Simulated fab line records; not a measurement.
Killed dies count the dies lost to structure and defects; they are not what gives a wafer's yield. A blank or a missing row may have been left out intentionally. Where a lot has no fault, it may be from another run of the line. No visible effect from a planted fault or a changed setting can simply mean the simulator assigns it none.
What tool caused it? / flow gf180mcu / 12 lots with 36 wafers sampled at 2 steps, on a route of 602 steps

== WHAT THE GAUGES SHOWED, per wafer ==
GF_V1_OVL_MEAS_15.
lot=L075; measured=day 18 07:46; on=overlay-02; V1_OVL (nm)=1 3 2
lot=L077; measured=day 19 08:05; on=overlay-01; V1_OVL (nm)=5 0 -1
lot=L079; measured=day 20 02:04; on=overlay-01; V1_OVL (nm)=-4 3 -3
lot=L081; measured=day 21 02:40; on=overlay-01; V1_OVL (nm)=3 2 3
lot=L083; measured=day 21 11:01; on=overlay-01; V1_OVL (nm)=6 9 10
lot=L085; measured=day 22 08:49; on=overlay-01; V1_OVL (nm)=0 5 -3
lot=L087; measured=day 22 23:00; on=overlay-02; V1_OVL (nm)=-1 3 -2
lot=L089; measured=day 23 20:00; on=overlay-01; V1_OVL (nm)=7 8 7
lot=L091; measured=day 24 09:22; on=overlay-01; V1_OVL (nm)=9 0 5
lot=L093; measured=day 24 21:11; on=overlay-01; V1_OVL (nm)=5 4 -4
lot=L095; measured=day 25 18:01; on=overlay-01; V1_OVL (nm)=-6 -2 1
lot=L097; measured=day 26 09:09; on=overlay-01; V1_OVL (nm)=-8 -2 4

== EACH LOT AND THE TOOL THAT RAN IT (in order: tool; ch and the chambers of the sampled wafers; start) ==
lot=L075; GF_M1_SPUTTER_02=pvd-sputter-02, day 16 08:31
lot=L077; GF_M1_SPUTTER_02=pvd-sputter-03, day 17 06:52
lot=L079; GF_M1_SPUTTER_02=pvd-sputter-02, day 17 23:59
lot=L081; GF_M1_SPUTTER_02=pvd-sputter-02, day 19 00:44
lot=L083; GF_M1_SPUTTER_02=pvd-sputter-02, day 19 09:26
lot=L085; GF_M1_SPUTTER_02=pvd-sputter-01, day 20 07:23
lot=L087; GF_M1_SPUTTER_02=pvd-sputter-03, day 20 21:19
lot=L089; GF_M1_SPUTTER_02=pvd-sputter-01, day 21 19:41
lot=L091; GF_M1_SPUTTER_02=pvd-sputter-02, day 22 09:41
lot=L093; GF_M1_SPUTTER_02=pvd-sputter-03, day 22 22:25
lot=L095; GF_M1_SPUTTER_02=pvd-sputter-01, day 23 19:40
lot=L097; GF_M1_SPUTTER_02=pvd-sputter-03, day 24 11:59
- GF_M1_SPUTTER_02: material AlCu, target thk 450 nm, time 23.9 s.

== THE ANSWER, worked out from the rows above alone ==
Rule: the usual values come from the lots themselves. The widest of any qualifying gaps counts: lots, ordered by their means at a reading, are off when they make up no more than a third of the lots, leave a main group of 4 or more, and stand apart from it by 3 or more times the standard deviation of that group's means. A main group whose means are all the same, to the digits that the tables above print for the reading, isn't used. Also off: a lot with no number at a reading for which 4 or more lots have one. All remaining lots with rows at the step are treated as sound.
No lot is off on any of the readings shown, so nothing can be concluded from this.

== WHAT THE SIMULATOR HAD PUT IN ==
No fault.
